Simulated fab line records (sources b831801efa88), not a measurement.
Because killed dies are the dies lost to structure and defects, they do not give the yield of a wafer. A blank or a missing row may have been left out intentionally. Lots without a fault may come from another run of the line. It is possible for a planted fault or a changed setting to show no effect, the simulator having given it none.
A struck lot beside a sound one / flow sky130 / 17 steps out of a route of 708
Sound: wafers L386.1, L386.2, L386.5. The struck wafers were L378.1, L378.4, L378.6. The cause is given at the end.
For every step that has rows: the tool of each side, followed by ch and its chambers, followed by its first start. Under that, the readings that differ: sound wafers / struck wafers / difference of the means / sigmas: that difference in standard deviations of wafers without a fault.
alike: readings whose means differ by less than 2 such deviations, and words and numbers that are the same on both sides. not compared: withheld readings, readings that some wafer has no value for, bounds like >300 that may hide the same value, and numbers for which the record gives no deviation and whose values overlap.
Wherever a step has rows on one side only, a row that says differs or no value, or a row with sigmas, the two part there. Numbers that don't overlap but have no deviation are shown without sigmas and don't part them. A reading missing from all wafers of one side parts the sides only when that side holds two or more wafers.

SKY_VT_ADJUST_HVTP_OVL_MEAS_08:
  sound: overlay-02 at day 10 10:15; struck: overlay-02 at day 8 13:36
  alike: VT_ADJUST_HVTP_OVL
after that, 1 step had no rows for these wafers: SKY_VT_ADJUST_HVTP_IMPLANT_09.
SKY_VT_ADJUST_HVTP_STRIP_10: strips in O2/N2.
  sound on plasma-asher-03 ch 0,1, day 10 10:26; struck on plasma-asher-02 ch 0,1, day 8 14:24
  alike: drypump-motor-current-A, oes-product-au, strip-time-to-endpoint-s
  not compared: rf-hours-counter-h
SKY_VT_ADJUST_HVTP_TW_MEAS_11:
  sound: film-metro-01 at day 10 10:32; struck: film-metro-04 at day 8 14:30
  alike: VT_ADJUST_HVTP_TW
then, 7 steps without rows for these wafers: SKY_VT_ADJUST_LVTN_DEHYDRATE_00 (time 60 s); SKY_VT_ADJUST_LVTN_HMDS_01 (prime time 60 s); SKY_VT_ADJUST_LVTN_COAT_02 (resist thk 3000 nm); SKY_VT_ADJUST_LVTN_SOFTBAKE_03; SKY_VT_ADJUST_LVTN_EXPOSE_04 (exposes mask NWM COMPLEMENT LESS NATIVE, target cd 840 nm); SKY_VT_ADJUST_LVTN_PEB_05; SKY_VT_ADJUST_LVTN_DEVELOP_06 (develop time 60 s).
SKY_VT_ADJUST_LVTN_OVL_MEAS_07:
  sound: overlay-02 at day 11 08:35; struck: overlay-02 at day 9 10:19
  alike: VT_ADJUST_LVTN_OVL
SKY_VT_ADJUST_LVTN_IMPLANT_08:
  sound on implanter-04 ch 0, day 11 08:37; struck on implanter-04 ch 0, day 9 10:40
  alike: beam-energy-keV
SKY_VT_ADJUST_LVTN_STRIP_09: strips in O2/N2.
  sound on plasma-asher-04 ch 0,1, day 11 08:46; struck on plasma-asher-04 ch 0,1, day 9 10:49
  alike: drypump-motor-current-A, oes-product-au, strip-time-to-endpoint-s
  not compared: rf-hours-counter-h
SKY_VT_ADJUST_LVTN_TW_MEAS_10:
  sound: film-metro-03 at day 11 08:52; struck: film-metro-02 at day 9 10:55
reading=VT_ADJUST_LVTN_TW; sound=241.1 240.1 241.1; struck=299.4 299.9 298.4; difference=+58.5; sigmas=+23
then, 1 step without rows for these wafers: SKY_VT_ADJUST_LVTN_DEHYDRATE_11 (time 60 s).
-- a jump in the record: the struck wafers' starts before and after are 39 days apart (it breaks off in module VT_ADJUST_LVTN and resumes in module PAD_OPEN, where the first step shown is number 708 of the route) --
SKY_PAD_OPEN_PROBE_99:
  sound: prober-01 at day 49 18:14; struck: prober-02 at day 48 11:03
reading=model.etest.nfet_01v8_lvt.drive-ua-um; sound=583.1 553.5 570.3; struck=518.6 496 520.4; difference=-57.3; sigmas=
reading=model.etest.nfet_01v8_turned.drive-ua-um; sound=505.1 485.6 493.7; struck=455.5 434.8 462.3; difference=-43.9; sigmas=
reading=model.etest.nfet_01v8.drive-ua-um; sound=504 485.8 493.5; struck=453.9 432.1 459.1; difference=-46.1; sigmas=
reading=model.etest.nfet_01v8_swapped.drive-ua-um; sound=503.1 488.3 492.7; struck=457 431.9 466.6; difference=-43; sigmas=
reading=model.etest.nfet_01v8_lvt.vt-sat-v (V); sound=0.5333 0.5475 0.5353; struck=0.5959 0.6048 0.5851; difference=+0.0566; sigmas=
reading=model.etest.nfet_01v8_lvt.vt-v (V); sound=0.6067 0.6167 0.6045; struck=0.6562 0.6589 0.6431; difference=+0.0434; sigmas=
reading=model.etest.nfet_01v8.vt-sat-v (V); sound=0.6437 0.6561 0.6526; struck=0.6897 0.7039 0.6797; difference=+0.0403; sigmas=
reading=model.etest.nfet_01v8_turned.vt-sat-v (V); sound=0.6483 0.6599 0.6471; struck=0.6936 0.706 0.6812; difference=+0.0418; sigmas=

WHERE THEY PART
At SKY_VT_ADJUST_LVTN_TW_MEAS_10 and nowhere else, as far as this record goes.

WHY: what the simulator had put in
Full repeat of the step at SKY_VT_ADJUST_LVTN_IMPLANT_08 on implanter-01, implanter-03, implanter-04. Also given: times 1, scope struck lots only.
